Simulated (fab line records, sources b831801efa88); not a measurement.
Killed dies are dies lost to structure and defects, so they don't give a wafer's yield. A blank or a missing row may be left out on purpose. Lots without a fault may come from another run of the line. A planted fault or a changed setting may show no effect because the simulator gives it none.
fab line records | flow sfq_line | part 1 of 2: steps 1 to 26 of 37
record lots=5 wafers=15 last_day=95
route steps=325 shown JJ@189 M5@198 A5B@209 R5@212
lots that met no fault: from a run of the same line without faults
start_h: hours from the record's first day to the start of the lot's first wafer shown | wait_h: hours since the lot's step before | " the same as in the row above | L1.1+2: a row that stands for several wafers | - no value, or no start given | * or withheld: withheld | < > ~ a bound
route shown NAME@n: a module of which the file shows steps, and the number in the route of the first | usual: mean/standard deviation of fault-free wafers | same: alike in all rows | chamber/n: place in a boat | sites: the reading at each site | _std_site: their standard deviation | _edge_site: outer sites' mean less inner sites' | radius_mm: how far each site lies from the wafer's centre | mask NAME#n: copy n | behind: the tool/chamber that last shaped the wafer | hold: why the lot was held/for how many hours/how that ended | device: the transistor (n, p or np) that didn't switch | end of line: the same wafers' tests at the end of the route | a step without rows: its recipe alone | killed: dies lost to structure and defects at the first sort, not the wafer's yield | map: a wafer's dies, x killed, . not, _ none there
set.NAME: the setting as run; set.NAME@STEP: as run at that earlier step | model.NAME: the simulator's own value behind a step, which no gauge read
lots at some steps of the route; a table a step, a row a wafer
services: from which hour (start_h, from the record's first day; less than 0 if before it) a tool's chamber was out of use, for how many hours, and why
## steps
# step SFQ_TRILAYER_JJ_CE_LITHO_PEB_117
# recipe peb_temp_c=115 peb_time_s=60 resist=KrF
# columns lot.wafer tool chamber start_h wait_h
L074.2+3+6 litho_track-02 0 1411.61 0.8
L085.4+5+6 litho_track-04 0 1638.22 0.5
L088.1+2+4 litho_track-02 0 1660.43 1.0
L091.2+3+6 litho_track-04 0 1685.65 0.8
L097.1+3+6 litho_track-01 0 1702.43 1.0
# step SFQ_TRILAYER_JJ_CE_LITHO_DEVELOP_116
# recipe time_s=60 resist=KrF
# columns lot.wafer tool chamber start_h wait_h
L074.2+3+6 litho_track-02 0 1411.76 0.1
L085.4+5+6 litho_track-04 0 1638.37 0.1
L088.1+2+4 litho_track-02 0 1660.58 0.1
L091.2+3+6 litho_track-04 0 1685.80 0.1
L097.1+3+6 litho_track-01 0 1702.58 0.1
# step SFQ_JJ_OVL_MEAS_931
# usual J5_OVL=1/6.1
# columns lot.wafer tool chamber start_h wait_h J5_OVL[nm]
L074.2 overlay-01 - 1411.90 0.1 2
L074.3 " - " " -6
L074.6 " - " " 2
L085.4 overlay-02 - 1638.46 0.1 2
L085.5 " - " " 8
L085.6 " - " " 2
L088.1 overlay-01 - 1660.73 0.1 -5
L088.2 " - " " 5
L088.4 " - " " 8
L091.2 overlay-01 - 1685.93 0.1 -2
L091.3 " - " " 6
L091.6 " - " " -6
L097.1 overlay-02 - 1702.73 0.1 -7
L097.3 " - " " -6
L097.6 " - " " -6
# step SFQ_TRILAYER_JJ_CE_METRO_MEASURE_117
# usual cd_nm=700.1/1.2
# columns lot.wafer tool chamber start_h wait_h cd_nm
L074.2 cd_sem-01 - 1412.13 0.2 698.6
L074.3 " - " " 699.5
L074.6 " - " " 700.6
L085.4 cd_sem-02 - 1639.08 0.6 700.4
L085.5 " - " " 699.4
L085.6 " - " " 701.2
L088.1 cd_sem-01 - 1660.76 0.0 700.1
L088.2 " - " " 699.5
L088.4 " - " " 700.5
L091.2 cd_sem-02 - 1686.16 0.2 700.0
L091.3 " - " " 699.3
L091.6 " - " " 698.2
L097.1 cd_sem-02 - 1702.76 0.0 701.6
L097.3 " - " " 701.0
L097.6 " - " " 700.3
# step SFQ_TRILAYER_JJ_CE_BARC_OPEN_RIE_150
# recipe mask_material=PR chemistry=O2 target_depth_nm=240 target=BARC icp_w=600 bias_w=80 pressure_mtorr=10 time_s=80
# usual drypump_motor_current_A=5.6/0.35 oes_product_au=0.538/0.0044
# columns lot.wafer tool chamber start_h wait_h drypump_motor_current_A oes_product_au rf_hours_counter_h
L074.2 rie_metal-02 1 1413.13 0.8 6.5 0.536 9
L074.3 " 1 " " 6.4 0.539 -
L074.6 " 1 " " 6.5 0.539 -
L085.4 rie_metal-03 1 1639.71 0.4 5.8 0.539 -
L085.5 " 0 " " 5.5 0.534 -
L085.6 " 1 " " 5.8 0.537 -
L088.1 rie_metal-01 0 1661.96 1.0 5.3 0.540 79
L088.2 " 1 " " 5.3 0.545 16
L088.4 " 0 " " 5.4 0.535 -
L091.2 rie_metal-03 1 1687.16 0.8 5.8 0.538 46
L091.3 " 0 " " 5.5 0.537 -
L091.6 " 0 " " 5.5 0.537 -
L097.1 rie_metal-03 0 1703.96 1.0 5.5 0.537 75
L097.3 " 1 " " 5.8 0.535 -
L097.6 " 1 " " 5.8 0.529 -
# step SFQ_TRILAYER_JJ_CE_ETCH_RIE_118
# recipe target=Nb stop_on=Al2O3 mask_material=PR taper_deg=13.257 over_etch_frac=0.15 time_s=97.7 chemistry=SF6 target_depth_nm=170 icp_w=600 bias_w=80 pressure_mtorr=10
# usual drypump_motor_current_A=5.6/0.35 oes_product_au=0.990/0.0078
# columns lot.wafer tool chamber start_h wait_h drypump_motor_current_A oes_product_au rf_hours_counter_h
L074.2 rie_metal-02 1 1413.22 0.1 6.4 0.998 9
L074.3 " 1 " " 6.4 0.989 -
L074.6 " 1 " " 6.4 0.996 -
L085.4 rie_metal-03 1 1639.80 0.1 5.8 0.982 -
L085.5 " 0 " " 5.5 0.991 -
L085.6 " 1 " " 5.8 0.978 -
L088.1 rie_metal-01 0 1662.06 0.1 5.3 0.980 79
L088.2 " 1 " " 5.4 0.989 16
L088.4 " 0 " " 5.4 0.983 -
L091.2 rie_metal-03 1 1687.26 0.1 5.8 0.980 46
L091.3 " 0 " " 5.5 0.994 -
L091.6 " 0 " " 5.5 0.979 -
L097.1 rie_metal-03 0 1704.06 0.1 5.5 1.003 75
L097.3 " 1 " " 5.8 0.996 -
L097.6 " 1 " " 5.8 0.998 -
# step SFQ_TRILAYER_JJ_ANODIZE_ANODIZE_119
# recipe current_density_ma_cm2=withheld end_current_density_ma_cm2=withheld bath_temp_c=withheld
# columns lot.wafer tool chamber start_h wait_h
L074.2+3+6 wet_bench-06 3,4,6 1413.32 0.1
L085.4+5+6 wet_bench-05 7,4,0 1639.88 0.0
L088.1+2+4 wet_bench-06 4,3,2 1662.16 0.1
L091.2+3+6 wet_bench-05 2,1,5 1687.36 0.1
L097.1+3+6 wet_bench-05 5,0,6 1704.16 0.1
# step SFQ_TRILAYER_JJ_CE_STRIP_STRIP_120
# recipe gas=O2 power_w=200 platen_temp_c=40 overash_fraction=0.65 chemistry=O2 pressure_mtorr=50
# usual drypump_motor_current_A=5.6/0.41 oes_product_au=1.006/0.012 platen_temp_c=40.00/0.11
# columns lot.wafer tool chamber start_h wait_h drypump_motor_current_A oes_product_au platen_temp_c rf_hours_counter_h
L074.2 rie_metal-01 0 1413.82 0.0 5.4 1.005 40.07 51
L074.3 " 1 " " 5.3 1.021 40.00 -
L074.6 " 1 " " 5.3 1.006 39.82 -
L085.4 rie_metal-02 0 1640.58 0.2 5.3 1.005 40.16 -
L085.5 " 0 " " 5.3 1.008 40.22 -
L085.6 " 1 " " 6.4 1.004 40.13 -
L088.1 rie_metal-03 0 1662.66 0.0 5.5 1.000 39.85 69
L088.2 " 1 " " 5.8 1.006 40.12 42
L088.4 " 0 " " 5.5 1.012 39.90 -
L091.2 rie_metal-01 1 1687.91 0.0 5.4 1.016 40.03 20
L091.3 " 1 " " 5.4 1.007 40.10 -
L091.6 " 1 " " 5.4 1.015 40.05 -
L097.1 rie_metal-01 1 1704.66 0.0 5.4 1.021 39.95 22
L097.3 " 1 " " 5.4 1.015 40.00 -
L097.6 " 1 " " 5.4 1.025 40.11 -
# step SFQ_TRILAYER_JJ_CE_STRIP_SOLV_CLEAN_121
# recipe chemistry=NMP temp_c=70 time_s=600
# usual bath_heat_duty_pct=13.7/1.5
# columns lot.wafer tool chamber start_h wait_h bath_heat_duty_pct
L074.2 wet_bench-03 7 1414.42 0.4 15.3
L074.3 " 5 " " 12.0
L074.6 " 3 " " 12.8
L085.4 wet_bench-01 4 1640.98 0.2 14.1
L085.5 " 5 " " 13.2
L085.6 " 6 " " 13.7
L088.1 wet_bench-03 6 1663.26 0.4 13.5
L088.2 " 7 " " 14.4
L088.4 " 3 " " 13.0
L091.2 wet_bench-03 7 1688.51 0.4 14.2
L091.3 " 6 " " 13.3
L091.6 " 4 " " 15.0
L097.1 wet_bench-01 7 1705.86 1.0 11.8
L097.3 " 0 " " 11.2
L097.6 " 5 " " 12.4
# step SFQ_TRILAYER_M5_LITHO_COAT_128
# recipe resist=BARC spin_rpm=3000 resist_thk_nm=62
# columns lot.wafer tool chamber start_h wait_h
L074.2+3+6 litho_track-03 0 1414.82 0.1
L085.4+5+6 litho_track-04 0 1641.30 0.1
L088.1+2+4 litho_track-03 0 1663.44 0.0
L091.2+3+6 litho_track-01 0 1688.73 0.1
L097.1+3+6 litho_track-03 0 1706.05 0.0
# step SFQ_TRILAYER_M5_LITHO_COAT_123
# recipe resist=KrF spin_rpm=3000 resist_thk_nm=600
# columns lot.wafer tool chamber start_h wait_h
L074.2+3+6 litho_track-03 0 1415.12 0.2
L085.4+5+6 litho_track-04 0 1641.60 0.2
L088.1+2+4 litho_track-03 0 1663.74 0.2
L091.2+3+6 litho_track-01 0 1689.03 0.2
L097.1+3+6 litho_track-03 0 1706.35 0.2
# step SFQ_TRILAYER_M5_LITHO_SOFTBAKE_127
# recipe temp_c=withheld time_s=withheld resist=KrF
# columns lot.wafer tool chamber start_h wait_h
L074.2+3+6 litho_track-03 0 1415.40 0.2
L085.4+5+6 litho_track-04 0 1641.83 0.2
L088.1+2+4 litho_track-03 0 1664.04 0.2
L091.2+3+6 litho_track-01 0 1689.31 0.2
L097.1+3+6 litho_track-03 0 1706.65 0.2
# step SFQ_TRILAYER_M5_LITHO_EXPOSE_124
# recipe mask_id=M5 na=0.6 source_shape=conventional sigma_outer=0.65 target_cd_nm=700 dose_mj=14.4
# usual reticle_temp_C=22.99/0.093
# same na=0.6
# columns lot.wafer tool chamber start_h wait_h mask reticle_temp_C
L074.2 krf_scanner-02 0 1415.72 - M5#0 23.03
L074.3 " 0 " " M5#0 22.99
L074.6 " 0 " " M5#0 22.88
L085.4 krf_scanner-01 0 1744.08 - M5#0 23.14
L085.5 " 0 " " M5#0 23.08
L085.6 " 0 " " M5#0 23.07
L088.1 krf_scanner-01 0 1763.88 - M5#0 22.90
L088.2 " 0 " " M5#0 23.10
L088.4 " 0 " " M5#0 23.00
L091.2 krf_scanner-02 0 1788.55 - M5#0 23.17
L091.3 " 0 " " M5#0 22.97
L091.6 " 0 " " M5#0 22.99
L097.1 krf_scanner-02 0 1806.35 - M5#0 22.86
L097.3 " 0 " " M5#0 22.96
L097.6 " 0 " " M5#0 22.82
# step SFQ_TRILAYER_M5_LITHO_PEB_126
# recipe peb_temp_c=115 peb_time_s=60 resist=KrF
# columns lot.wafer tool chamber start_h wait_h
L074.2+3+6 litho_track-04 0 1416.75 0.8
L085.4+5+6 litho_track-03 0 1744.75 0.5
L088.1+2+4 litho_track-03 0 1765.08 1.0
L091.2+3+6 litho_track-04 0 1789.58 0.8
L097.1+3+6 litho_track-03 0 1807.55 1.0
# step SFQ_TRILAYER_M5_LITHO_DEVELOP_125
# recipe time_s=60 resist=KrF
# columns lot.wafer tool chamber start_h wait_h
L074.2+3+6 litho_track-04 0 1416.90 0.1
L085.4+5+6 litho_track-03 0 1744.90 0.1
L088.1+2+4 litho_track-03 0 1765.23 0.1
L091.2+3+6 litho_track-04 0 1789.73 0.1
L097.1+3+6 litho_track-03 0 1807.70 0.1
# step SFQ_M5_OVL_MEAS_932
# usual M5_OVL=-3/5.6
# columns lot.wafer tool chamber start_h wait_h M5_OVL[nm]
L074.2 overlay-01 - 1417.03 0.1 5
L074.3 " - " " 6
L074.6 " - " " 4
L085.4 overlay-02 - 1745.00 0.1 -7
L085.5 " - " " 5
L085.6 " - " " -6
L088.1 overlay-01 - 1765.38 0.1 -10
L088.2 " - " " -3
L088.4 " - " " -5
L091.2 overlay-01 - 1789.86 0.1 -2
L091.3 " - " " -4
L091.6 " - " " -7
L097.1 overlay-02 - 1807.85 0.1 2
L097.3 " - " " -1
L097.6 " - " " 5
# step SFQ_TRILAYER_M5_BARC_OPEN_METAL_ETCH_161
# recipe mask_material=PR chemistry=O2 target_depth_nm=125 target=BARC icp_w=600 bias_w=80 pressure_mtorr=10 time_s=41.7
# usual drypump_motor_current_A=5.5/0.38 oes_product_au=0.685/0.0044
# columns lot.wafer tool chamber start_h wait_h drypump_motor_current_A oes_product_au rf_hours_counter_h
L074.2 rie_metal-01 0 1417.06 0.0 5.4 0.685 51
L074.3 " 1 " " 5.4 0.685 -
L074.6 " 0 " " 5.4 0.691 -
L085.4 rie_metal-01 1 1745.03 0.0 5.4 0.686 -
L085.5 " 1 " " 5.4 0.685 -
L085.6 " 0 " " 5.4 0.684 -
L088.1 rie_metal-01 0 1765.41 0.0 5.4 0.690 90
L088.2 " 1 " " 5.4 0.687 36
L088.4 " 1 " " 5.4 0.690 -
L091.2 rie_metal-01 0 1789.89 0.0 5.4 0.684 94
L091.3 " 0 " " 5.4 0.695 -
L091.6 " 0 " " 5.4 0.682 -
L097.1 rie_metal-01 0 1807.89 0.0 5.3 0.685 97
L097.3 " 1 " " 5.3 0.681 -
L097.6 " 0 " " 5.4 0.686 -
# step SFQ_TRILAYER_M5_ETCH_METAL_ETCH_126
# recipe target=Nb stop_on=SiO2 mask_material=PR over_etch_frac=0.15 time_s=203.2 chemistry=Cl2/BCl3 target_depth_nm=265 icp_w=600 bias_w=80 pressure_mtorr=10
# usual oes_product_au=0.729/0.0065
# same drypump_motor_current_A=5.4
# columns lot.wafer tool chamber start_h wait_h oes_product_au rf_hours_counter_h
L074.2 rie_metal-01 0 1417.12 0.0 0.732 51
L074.3 " 1 " " 0.740 -
L074.6 " 0 " " 0.740 -
L085.4 rie_metal-01 1 1745.14 0.1 0.729 -
L085.5 " 1 " " 0.730 -
L085.6 " 0 " " 0.727 -
L088.1 rie_metal-01 0 1765.47 0.0 0.733 90
L088.2 " 1 " " 0.720 36
L088.4 " 1 " " 0.714 -
L091.2 rie_metal-01 0 1789.95 0.0 0.725 95
L091.3 " 0 " " 0.730 -
L091.6 " 0 " " 0.732 -
L097.1 rie_metal-01 0 1807.95 0.0 0.728 97
L097.3 " 1 " " 0.730 -
L097.6 " 0 " " 0.728 -
# step SFQ_TRILAYER_M5_STRIP_STRIP_127
# recipe gas=O2 power_w=200 platen_temp_c=40 overash_fraction=0.65 chemistry=O2 pressure_mtorr=50
# usual drypump_motor_current_A=5.5/0.38 oes_product_au=1.003/0.011 platen_temp_c=40.01/0.12
# columns lot.wafer tool chamber start_h wait_h drypump_motor_current_A oes_product_au platen_temp_c rf_hours_counter_h
L074.2 rie_metal-01 0 1417.31 0.1 5.4 1.008 40.00 51
L074.3 " 1 " " 5.3 1.004 40.11 -
L074.6 " 0 " " 5.4 1.007 40.01 -
L085.4 rie_metal-01 1 1745.47 0.3 5.4 1.008 39.86 -
L085.5 " 1 " " 5.4 1.017 40.03 -
L085.6 " 0 " " 5.4 0.990 40.07 -
L088.1 rie_metal-01 0 1765.67 0.1 5.4 0.994 40.07 90
L088.2 " 1 " " 5.4 1.018 40.11 36
L088.4 " 1 " " 5.4 1.023 40.10 -
L091.2 rie_metal-01 0 1790.14 0.1 5.3 0.982 40.07 95
L091.3 " 0 " " 5.3 0.983 39.95 -
L091.6 " 0 " " 5.3 0.983 40.03 -
L097.1 rie_metal-01 0 1808.14 0.1 5.4 0.995 39.94 97
L097.3 " 1 " " 5.4 1.015 40.06 -
L097.6 " 0 " " 5.4 0.987 40.05 -
# step SFQ_TRILAYER_M5_STRIP_SOLV_CLEAN_128
# recipe chemistry=NMP temp_c=70 time_s=600
# usual bath_heat_duty_pct=13.7/1.5
# columns lot.wafer tool chamber start_h wait_h bath_heat_duty_pct
L074.2 wet_bench-03 7 1417.91 0.4 15.0
L074.3 " 1 " " 13.3
L074.6 " 0 " " 11.8
L085.4 wet_bench-04 3 1745.87 0.2 14.6
L085.5 " 2 " " 17.5
L085.6 " 4 " " 13.9
L088.1 wet_bench-03 1 1766.27 0.4 13.9
L088.2 " 0 " " 11.7
L088.4 " 7 " " 13.1
L091.2 wet_bench-02 7 1790.74 0.4 15.4
L091.3 " 1 " " 13.4
L091.6 " 6 " " 14.0
L097.1 wet_bench-04 0 1808.74 0.4 15.4
L097.3 " 4 " " 15.5
L097.6 " 7 " " 15.2
# step SFQ_TRILAYER_A5B_DEP_PECVD_129
# recipe material=SiO2 temp_c=150 time_s=133.33 pressure_torr=2.4 rf_w=183.3 precursor=SiH4/N2O target_thk_nm=600
# usual heater_power_w=94/13 throttle_valve_pct=25.4/1.9
# columns lot.wafer tool chamber start_h wait_h heater_power_w throttle_valve_pct
L074.2 pecvd-02 0 1418.26 0.0 77 24.9
L074.3 " 2 " " 121 28.7
L074.6 " 0 " " 79 24.7
L085.4 pecvd-01 0 1746.09 0.0 81 23.7
L085.5 " 2 " " 99 22.8
L085.6 " 1 " " 95 23.6
L088.1 pecvd-01 0 1766.44 0.0 79 24.1
L088.2 " 2 " " 100 23.1
L088.4 " 0 " " 80 23.8
L091.2 pecvd-02 1 1790.92 0.0 97 26.0
L091.3 " 0 " " 75 24.8
L091.6 " 0 " " 80 24.9
L097.1 pecvd-01 1 1809.09 0.0 104 23.7
L097.3 " 2 " " 105 23.2
L097.6 " 2 " " 87 23.0
# step SFQ_TRILAYER_A5B_CMP_CMP_130
# recipe stop_on=Nb down_force_psi=3 platen_rpm=60 target_thk_nm=340.7
# usual motor_current_A=10.2/0.84
# columns lot.wafer tool chamber start_h wait_h motor_current_A
L074.2 cmp-02 2 1428.44 10.1 12.0
L074.3 " 1 1429.94 11.6 10.3
L074.6 " 2 " " 11.6
L085.4 cmp-02 1 1746.13 0.0 11.2
L085.5 " 1 1748.13 2.0 10.9
L085.6 " 2 " " 11.2
L088.4 cmp-02 2 1767.03 0.5 11.0
L088.2 " 3 " " 10.5
L088.1 " 0 " " 8.2
L091.3 cmp-01 2 1791.51 0.5 9.4
L091.2 " 3 " " 10.5
L091.6 " 2 1793.51 2.5 9.7
L097.1 cmp-01 3 1809.62 0.5 9.7
L097.3 " 0 " " 10.6
L097.6 " 3 1811.62 2.4 10.1
# step SFQ_TRILAYER_A5B_METRO_MEASURE_131
# usual thk_nm=341/6.2
# columns lot.wafer tool chamber start_h wait_h thk_nm
L074.2 film_metro-03 - 1431.64 2.7 327
L074.3 " - " " 341
L074.6 " - " " 332
L085.4 film_metro-02 - 1749.73 3.1 344
L085.5 " - " " 347
L085.6 " - " " 330
L088.1 film_metro-01 - 1769.53 1.0 335
L088.2 " - " " 338
L088.4 " - " " 335
L091.2 film_metro-01 - 1794.21 1.7 348
L091.3 " - " " 340
L091.6 " - " " 331
L097.1 film_metro-01 - 1812.62 2.5 347
L097.3 " - " " 334
L097.6 " - " " 345
# step SFQ_TRILAYER_R5_DEP_SPUTTER_132
# recipe material=Ti base_pressure_pa=1.33e-06 target_thk_nm=5 power_w=2000 time_s=5 chamber_pressure_pa=0.4
# usual throttle_valve_pct=30.5/1.2
# columns lot.wafer tool chamber start_h wait_h throttle_valve_pct
L074.2 pvd_sputter-05 - 1432.64 0.8 31.3
L074.3 " - " " 28.1
L074.6 " - " " 28.0
L085.4 pvd_sputter-04 - 1750.33 0.4 30.5
L085.5 " - " " 30.6
L085.6 " - " " 29.5
L088.1 pvd_sputter-05 - 1770.73 1.0 31.3
L088.2 " - " " 31.0
L088.4 " - " " 27.7
L091.2 pvd_sputter-06 - 1795.21 0.8 32.9
L091.3 " - " " 30.3
L091.6 " - " " 30.4
L097.1 pvd_sputter-06 - 1813.82 1.0 32.8
L097.3 " - " " 30.8
L097.6 " - " " 30.2
# step SFQ_TRILAYER_R5_DEP_SPUTTER_133
# recipe material=MoNx base_pressure_pa=1.33e-06 target_thk_nm=40 power_w=1000 time_s=66.7 chamber_pressure_pa=0.4
# usual throttle_valve_pct=30.5/1.2
# columns lot.wafer tool chamber start_h wait_h throttle_valve_pct
L074.2 pvd_sputter-05 - 1432.66 0.0 31.5
L074.3 " - " " 27.7
L074.6 " - " " 28.4
L085.4 pvd_sputter-04 - 1750.35 0.0 30.7
L085.5 " - " " 30.7
L085.6 " - " " 29.3
L088.1 pvd_sputter-05 - 1770.75 0.0 31.3
L088.2 " - " " 30.9
L088.4 " - " " 28.0
L091.2 pvd_sputter-06 - 1795.23 0.0 33.0
L091.3 " - " " 30.2
L091.6 " - " " 30.4
L097.1 pvd_sputter-06 - 1813.84 0.0 32.7
L097.3 " - " " 30.9
L097.6 " - " " 30.5
# step SFQ_TRILAYER_R5_DEP_SPUTTER_134
# recipe material=Ti base_pressure_pa=1.33e-06 target_thk_nm=5 power_w=2000 time_s=5 chamber_pressure_pa=0.4
# usual throttle_valve_pct=30.5/1.2
# columns lot.wafer tool chamber start_h wait_h throttle_valve_pct
L074.2 pvd_sputter-05 - 1432.72 0.0 31.2
L074.3 " - " " 27.8
L074.6 " - " " 27.8
L085.4 pvd_sputter-04 - 1750.41 0.0 30.6
L085.5 " - " " 30.9
L085.6 " - " " 29.2
L088.1 pvd_sputter-05 - 1770.81 0.0 31.3
L088.2 " - " " 30.7
L088.4 " - " " 27.6
L091.2 pvd_sputter-06 - 1795.28 0.0 32.7
L091.3 " - " " 30.3
L091.6 " - " " 30.1
L097.1 pvd_sputter-06 - 1813.90 0.0 32.7
L097.3 " - " " 30.6
L097.6 " - " " 30.3
